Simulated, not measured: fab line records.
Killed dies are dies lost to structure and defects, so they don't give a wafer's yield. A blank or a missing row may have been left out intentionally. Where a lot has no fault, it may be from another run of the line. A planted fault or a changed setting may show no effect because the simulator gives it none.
Lot-split experiment / flow sfqLine / 15 wafers read from 5 lots, route of 325 steps

## ABOUT THE SPLIT
At SFQ_TRILAYER_R5_LITHO_COAT_136 (resist thk 600 nm), the setting spinRpm was moved away from the recipe's 3000 rpm on 5 of the 15 wafers read, by -7.0% to -4.6%. This setting was run at the recipe's value on the other wafers.

## FROM THE SPLIT TO THE READING: what the file shows between them, 3 steps
- SFQ_TRILAYER_R5_LITHO_SOFTBAKE_140
- SFQ_TRILAYER_R5_LITHO_EXPOSE_137: exposes mask R5, target cd 500 nm
- SFQ_TRILAYER_R5_LITHO_DEVELOP_138: time 60 s

## THE READING
KrF_of_TRILAYER_R5_LITHO_COAT_136.thkNm (the simulator's own value, which no gauge read), in nm, at SFQ_TRILAYER_R5_BARC_OPEN_METAL_ETCH_177 (etches BARC in O2, target depth 125 nm, time 41.7 s). There is no usual value for it anywhere in the file. The 10 wafers here that ran the recipe average 523.3 nm, standard deviation 1.7 nm.

wafer=L074.2; tool, chamber at the split=lithoTrack-02, 0; spinRpm as run, rpm=3000; against the recipe=recipe; KrF_of_TRILAYER_R5_LITHO_COAT_136.thkNm, nm=523.1; against lot-mates on the recipe=-
wafer=L074.4; tool, chamber at the split=lithoTrack-02, 0; spinRpm as run, rpm=3000; against the recipe=recipe; KrF_of_TRILAYER_R5_LITHO_COAT_136.thkNm, nm=521.7; against lot-mates on the recipe=-
wafer=L074.5; tool, chamber at the split=lithoTrack-02, 0; spinRpm as run, rpm=3000; against the recipe=recipe; KrF_of_TRILAYER_R5_LITHO_COAT_136.thkNm, nm=522.5; against lot-mates on the recipe=-
wafer=L076.3; tool, chamber at the split=lithoTrack-02, 0; spinRpm as run, rpm=3000; against the recipe=recipe; KrF_of_TRILAYER_R5_LITHO_COAT_136.thkNm, nm=526.3; against lot-mates on the recipe=-
wafer=L076.6; tool, chamber at the split=lithoTrack-02, 0; spinRpm as run, rpm=3000; against the recipe=recipe; KrF_of_TRILAYER_R5_LITHO_COAT_136.thkNm, nm=521.4; against lot-mates on the recipe=-
wafer=L078.1; tool, chamber at the split=lithoTrack-04, 0; spinRpm as run, rpm=2862; against the recipe=-4.6%; KrF_of_TRILAYER_R5_LITHO_COAT_136.thkNm, nm=535.3; against lot-mates on the recipe=+14.2
wafer=L078.4; tool, chamber at the split=lithoTrack-04, 0; spinRpm as run, rpm=3000; against the recipe=recipe; KrF_of_TRILAYER_R5_LITHO_COAT_136.thkNm, nm=521.1; against lot-mates on the recipe=-
wafer=L080.2; tool, chamber at the split=lithoTrack-02, 0; spinRpm as run, rpm=2809; against the recipe=-6.4%; KrF_of_TRILAYER_R5_LITHO_COAT_136.thkNm, nm=541.1; against lot-mates on the recipe=+16.4
wafer=L080.3; tool, chamber at the split=lithoTrack-02, 0; spinRpm as run, rpm=3000; against the recipe=recipe; KrF_of_TRILAYER_R5_LITHO_COAT_136.thkNm, nm=524.2; against lot-mates on the recipe=-
wafer=L080.4; tool, chamber at the split=lithoTrack-02, 0; spinRpm as run, rpm=3000; against the recipe=recipe; KrF_of_TRILAYER_R5_LITHO_COAT_136.thkNm, nm=524.3; against lot-mates on the recipe=-
wafer=L080.5; tool, chamber at the split=lithoTrack-02, 0; spinRpm as run, rpm=3000; against the recipe=recipe; KrF_of_TRILAYER_R5_LITHO_COAT_136.thkNm, nm=525.6; against lot-mates on the recipe=-
wafer=L080.6; tool, chamber at the split=lithoTrack-02, 0; spinRpm as run, rpm=2809; against the recipe=-6.4%; KrF_of_TRILAYER_R5_LITHO_COAT_136.thkNm, nm=543.3; against lot-mates on the recipe=+18.6
wafer=L083.1; tool, chamber at the split=lithoTrack-01, 0; spinRpm as run, rpm=2789; against the recipe=-7.0%; KrF_of_TRILAYER_R5_LITHO_COAT_136.thkNm, nm=546; against lot-mates on the recipe=+22.8
wafer=L083.5; tool, chamber at the split=lithoTrack-01, 0; spinRpm as run, rpm=3000; against the recipe=recipe; KrF_of_TRILAYER_R5_LITHO_COAT_136.thkNm, nm=523.2; against lot-mates on the recipe=-
wafer=L083.6; tool, chamber at the split=lithoTrack-01, 0; spinRpm as run, rpm=2789; against the recipe=-7.0%; KrF_of_TRILAYER_R5_LITHO_COAT_136.thkNm, nm=546.3; against lot-mates on the recipe=+23.1

THE FIT
A straight line over all 15 wafers: KrF_of_TRILAYER_R5_LITHO_COAT_136.thkNm changes by -3.08 nm for each +1% of spinRpm; r = -0.99; the points scatter about the line by 1.7 nm.
The same after taking each lot's own level away (the mean of its wafers on the recipe; 15 wafers): -3.04 nm for each +1%; r = -0.99; scatter 1.5 nm.
On that fit, the largest move of spinRpm shifts the reading by 21 nm.
Measured against the standard deviation above, the lots' own levels, which go from 521.10 to 524.70 nm, span 2.2 times it.
The two slopes are in agreement: the lot-to-lot level therefore moves the slope only a little.
Check: for one of the wafers moved furthest among these (-7.0%), held out of the fit, the line's prediction against its lot-mates is +20.9 nm. Against them it came out at +22.8 nm.

## OTHER SPLITS ON THESE WAFERS
These wafers also went through other splits before the reading. Each is held against what the fit with the lots' levels taken away leaves over:
other split on the same wafers=SFQ_TRILAYER_M4_LITHO_COAT_098 spinRpm; wafers away from the commonest value=5; r with KrF_of_TRILAYER_R5_LITHO_COAT_136.thkNm (lot level and that fit taken away)=-0.52
other split on the same wafers=SFQ_TRILAYER_M4_LITHO_PEB_096 pebTimeS; wafers away from the commonest value=4; r with KrF_of_TRILAYER_R5_LITHO_COAT_136.thkNm (lot level and that fit taken away)=-0.14
other split on the same wafers=SFQ_TRILAYER_I4_CMP_CMP_100 leaveAboveRefNm; wafers away from the commonest value=4; r with KrF_of_TRILAYER_R5_LITHO_COAT_136.thkNm (lot level and that fit taken away)=-0.12
other split on the same wafers=SFQ_TRILAYER_I4_VIA_LITHO_PEB_106 pebTimeS; wafers away from the commonest value=6; r with KrF_of_TRILAYER_R5_LITHO_COAT_136.thkNm (lot level and that fit taken away)=-0.63
other split on the same wafers=SFQ_TRILAYER_I4_VIA_ETCH_VIA_ETCH_106 biasW; wafers away from the commonest value=5; r with KrF_of_TRILAYER_R5_LITHO_COAT_136.thkNm (lot level and that fit taken away)=-0.46
other split on the same wafers=SFQ_TRILAYER_JJ_TRILAYER_DEP_SPUTTER_110 timeS; wafers away from the commonest value=1; r with KrF_of_TRILAYER_R5_LITHO_COAT_136.thkNm (lot level and that fit taken away)=+0.05
other split on the same wafers=SFQ_TRILAYER_JJ_CE_LITHO_COAT_114 resistThkNm; wafers away from the commonest value=4; r with KrF_of_TRILAYER_R5_LITHO_COAT_136.thkNm (lot level and that fit taken away)=-0.02
other split on the same wafers=SFQ_TRILAYER_M5_LITHO_COAT_123 spinRpm; wafers away from the commonest value=5; r with KrF_of_TRILAYER_R5_LITHO_COAT_136.thkNm (lot level and that fit taken away)=+0.18
other split on the same wafers=SFQ_TRILAYER_A5B_DEP_PECVD_129 timeS; wafers away from the commonest value=3; r with KrF_of_TRILAYER_R5_LITHO_COAT_136.thkNm (lot level and that fit taken away)=+0.10
other split on the same wafers=SFQ_TRILAYER_R5_DEP_SPUTTER_134 timeS; wafers away from the commonest value=0; r with KrF_of_TRILAYER_R5_LITHO_COAT_136.thkNm (lot level and that fit taken away)=-

## THE WHOLE CHAIN: every reading that the file lists as answering this split, in the file's order
step=SFQ_TRILAYER_R5_LITHO_COAT_136; what it does=resist thk 600 nm; reading=KrF_of_TRILAYER_R5_LITHO_COAT_136.thkNm (the simulator's own value, which no gauge read); change (the file's fit)=-3.09 nm for each +1% of the setting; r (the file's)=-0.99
step=SFQ_TRILAYER_R5_BARC_OPEN_METAL_ETCH_177; what it does=etches BARC in O2, target depth 125 nm, time 41.7 s; reading=KrF_of_TRILAYER_R5_LITHO_COAT_136.thkNm (the simulator's own value, which no gauge read); change (the file's fit)=-2.97 nm for each +1% of the setting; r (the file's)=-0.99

## FILE'S OWN FIT
KrF_of_TRILAYER_R5_LITHO_COAT_136.thkNm changes by -2.97 nm for each +1% of spinRpm, r = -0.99.
